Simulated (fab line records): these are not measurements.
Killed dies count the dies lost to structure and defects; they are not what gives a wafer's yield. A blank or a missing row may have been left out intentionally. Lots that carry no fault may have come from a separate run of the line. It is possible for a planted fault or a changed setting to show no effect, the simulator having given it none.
A lot that was struck, set against a sound lot    flow sky130    17 out of 708 route steps
Sound: the wafers L482.1, L482.5, L482.6. Struck: wafers L495.3, L495.5, L495.6. The cause is named last.
Per side, at each step with rows, come the tool, then ch with its chambers, and then its first start. Under that, the readings that differ: sound wafers    struck wafers    difference of the means    sigmas: that difference in standard deviations of wafers without a fault.
alike: words and numbers the same on both sides, and readings whose means are apart by under 2 such deviations; not compared: readings that were withheld, readings missing a value for some wafer, numbers with overlapping values and no deviation given by the record, and bounds like >300 which may hide the same value.
Wherever a step has rows on one side only, a row that says differs or no value, or a row with sigmas, the two part there. Numbers that don't overlap but have no deviation are shown without sigmas and don't part them. A reading that every wafer of one side lacks parts them only if that side has two wafers or more.

SKY_VT_ADJUST_LVTN_OVL_MEAS_07:
  sound on overlay-02 at day 8 08:07; struck on overlay-02 at day 11 22:35
  alike: VT_ADJUST_LVTN_OVL
after that, 1 step had no rows for these wafers: SKY_VT_ADJUST_LVTN_IMPLANT_08.
SKY_VT_ADJUST_LVTN_STRIP_09: strips in O2/N2.
  sound on plasma-asher-04 ch 0,1, day 8 08:18; struck on plasma-asher-04 ch 0,1, day 11 22:48
  alike: drypump-motor-current-A, oes-product-au, strip-time-to-endpoint-s
  not compared: rf-hours-counter-h
SKY_VT_ADJUST_LVTN_TW_MEAS_10:
  sound on film-metro-02 at day 8 08:24; struck on film-metro-03 at day 11 22:53
reading            sound              struck             difference  sigmas
VT_ADJUST_LVTN_TW  244.9 243.8 244.6  239.2 239.9 239.6  -4.9        -3
then, 7 steps without rows for these wafers: SKY_VT_ADJUST_LVTN_DEHYDRATE_11 (time 60 s); SKY_VT_ADJUST_LVTN_HMDS_12 (prime time 60 s); SKY_VT_ADJUST_LVTN_COAT_13 (resist thk 1140 nm); SKY_VT_ADJUST_LVTN_SOFTBAKE_14 (time 60 s); SKY_VT_ADJUST_LVTN_EXPOSE_15 (exposes mask HVN STD DERIVED, target cd 600 nm); SKY_VT_ADJUST_LVTN_PEB_16; SKY_VT_ADJUST_LVTN_DEVELOP_17 (develop time 60 s).
SKY_VT_ADJUST_LVTN_OVL_MEAS_18:
  sound on overlay-02 at day 9 04:18; struck on overlay-01 at day 12 23:23
reading                     sound        struck         difference  sigmas
VT_ADJUST_LVTN_01_OVL (nm)  1.7 1.7 2.1  -2.3 -1.3 0.4  -2.9        -2
SKY_VT_ADJUST_LVTN_IMPLANT_19:
  sound on implanter-03 ch 0, day 9 04:20; struck on implanter-03 ch 0, day 12 23:28
reading             sound                         struck                        difference  sigmas
dose-ions-cm2       6.509e+11 6.513e+11 6.51e+11  1.81e+11 1.807e+11 1.801e+11  -4.70e+11   -99 or more
faraday-current-uA  3.66 3.59 3.69                1.01 1.00 1.02                -2.64       -36
SKY_VT_ADJUST_LVTN_STRIP_20: strips in O2/N2.
  sound on plasma-asher-04 ch 0,1, day 9 04:29; struck on plasma-asher-04 ch 0,1, day 12 23:36
  alike: drypump-motor-current-A, oes-product-au, strip-time-to-endpoint-s
  not compared: rf-hours-counter-h
SKY_VT_ADJUST_LVTN_TW_MEAS_21:
  sound on film-metro-03 at day 9 04:35; struck on film-metro-01 at day 12 23:41
reading              sound              struck             difference  sigmas
VT_ADJUST_LVTN_2_TW  187.4 188.0 186.9  132.3 132.0 133.0  -55.0       -46
then, 1 step without rows for these wafers: SKY_VT_ADJUST_NCORE_DEHYDRATE_00 (time 60 s).
-- a jump in the record: the struck wafers' starts before and after are 37 days apart (it breaks off in module VT_ADJUST_NCORE and resumes in module PAD_OPEN, where the first step shown is number 708 of the route) --
SKY_PAD_OPEN_PROBE_99:
  sound on prober-02 at day 47 06:13; struck on prober-02 at day 50 06:06
reading                                     sound                 struck                difference  sigmas
model.etest.res-pwell-under-gate.rs-ohm-sq  2322 2310 2299        2370 2387 2372        +66         
model.etest.nfet-g5v0d10v5.r-on-ohm-um      1876 1879 1891        1810 1801 1826        -70         
model.etest.tip_n_5v.rs-ohm-sq              1395 1391 1389        1355 1356 1358        -35         
model.etest.nfet-g5v0d10v5.drive-ua-um      605.2 597.9 605.3     636.9 654 630.2       +37.6       
model.etest.nfet_16v.drive-ua-um            220.3 219.3 219.5     235.9 243.5 232.7     +17.7       
model.etest.ring_5v.delay-ps                43.93 44.79 44.22     42.94 42.67 43.71     -1.21       
model.etest.nfet-g5v0d10v5.body-rise-v (V)  0.6808 0.6839 0.6843  0.6026 0.5868 0.6044  -0.0851     
  alike: killed_at_M0_to_M3, killed_at_M4_up, killed-at-contacts, killed-at-front-end, killed-at-other, killed-dies, killed-open, killed-short
  not compared: model.etest.pfet_16v.drive-ua-um

== WHERE THEY PART ==
Last at SKY_VT_ADJUST_LVTN_TW_MEAS_21 as far as this record goes, first at SKY_VT_ADJUST_LVTN_TW_MEAS_10. Later steps at which nothing parts them and some readings are alike: SKY_PAD_OPEN_PROBE_99.

WHY: the cause the simulator had injected
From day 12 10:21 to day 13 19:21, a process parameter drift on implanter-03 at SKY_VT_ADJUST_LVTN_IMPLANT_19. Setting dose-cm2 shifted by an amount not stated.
